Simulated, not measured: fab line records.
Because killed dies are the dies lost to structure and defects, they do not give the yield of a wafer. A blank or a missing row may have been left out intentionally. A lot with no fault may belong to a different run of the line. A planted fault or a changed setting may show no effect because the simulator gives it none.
One fault through the eyes of 2 desks | flow gf180mcu | every desk sees just its own numbers, and what lay behind them comes last

## METROLOGY DESK
Lot by lot, what the gauges showed, no matter which tool ran the lot: averages of those sampled wafers that carry a number. If a lot's mean is further than 4 standard deviations from the usual mean, the lot is out of limits and carries the mark OUT (the distance appears in the brackets).
Columns: A = M3_OVL at GF_M3_OVL_MEAS_15, usual 2 nm; B = V3_CVD_02_THK at GF_V3_THK_MEAS_03, usual 850 nm
lot  | first seen here | A  | B
L531 | day 21 04:44    | 3  | 866
L533 | day 22 01:20    | 2  | 842
L537 | day 23 12:05    | 6  | 855
L538 | day 23 23:08    | 1  | 857
L539 | day 24 06:04    | 11 | 823
L543 | day 25 16:20    | 2  | 834
L544 | day 26 00:08    | -7 | 768 (-6.9) OUT
L545 | day 26 06:45    | 2  | 860
L550 | day 27 19:26    | 3  | 859
L551 | day 28 03:29    | 8  | 853
L553 | day 28 16:26    | -0 | 849
L554 | day 28 21:56    | 1  | 848
This desk finds L544 out of limits, with the earliest case on L544 at day 26 01:07 (V3_CVD_02_THK at GF_V3_THK_MEAS_03). L531, L533, L537, L538, L539, L543, L545, L550, L551, L553, L554: within limits.

## FOR THE TOOL OWNER'S DESK: pecvd-02
The tool's own readings at GF_V3_CVD_02 (deposits SiO2 from TEOS, target thk 850 nm, time 94.851 s): means of the sampled wafers that have a number, for each lot that ran on this tool. If a lot's mean is further than 4 standard deviations from the usual mean, the lot is out of limits and carries the mark OUT (the distance appears in the brackets).
Columns: A = heater power w at GF_V3_CVD_02, usual 665 W
lot  | first seen here | A
L533 | day 22 02:13    | 684
L539 | day 24 07:16    | 657
L544 | day 26 01:02    | 768
This desk found nothing out of limits on any of the 3 lots.

## ALL TOGETHER
At day 26 01:07 the metrology desk could have sounded an alarm, on L544.
The tool owner's desk saw nothing out of limits.
On record at the tool owner's desk: L544, within its limits.
GF_V3_CVD_02 was run on pecvd-02 by each of the lots named.

## WHAT THE SIMULATOR HAD INSERTED
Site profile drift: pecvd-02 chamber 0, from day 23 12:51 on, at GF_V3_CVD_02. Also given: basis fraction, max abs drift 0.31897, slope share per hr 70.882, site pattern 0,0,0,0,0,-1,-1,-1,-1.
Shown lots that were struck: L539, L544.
Per desk, hours elapsed from the start of the fault to the first reading out of limits: for the metrology desk, 60.
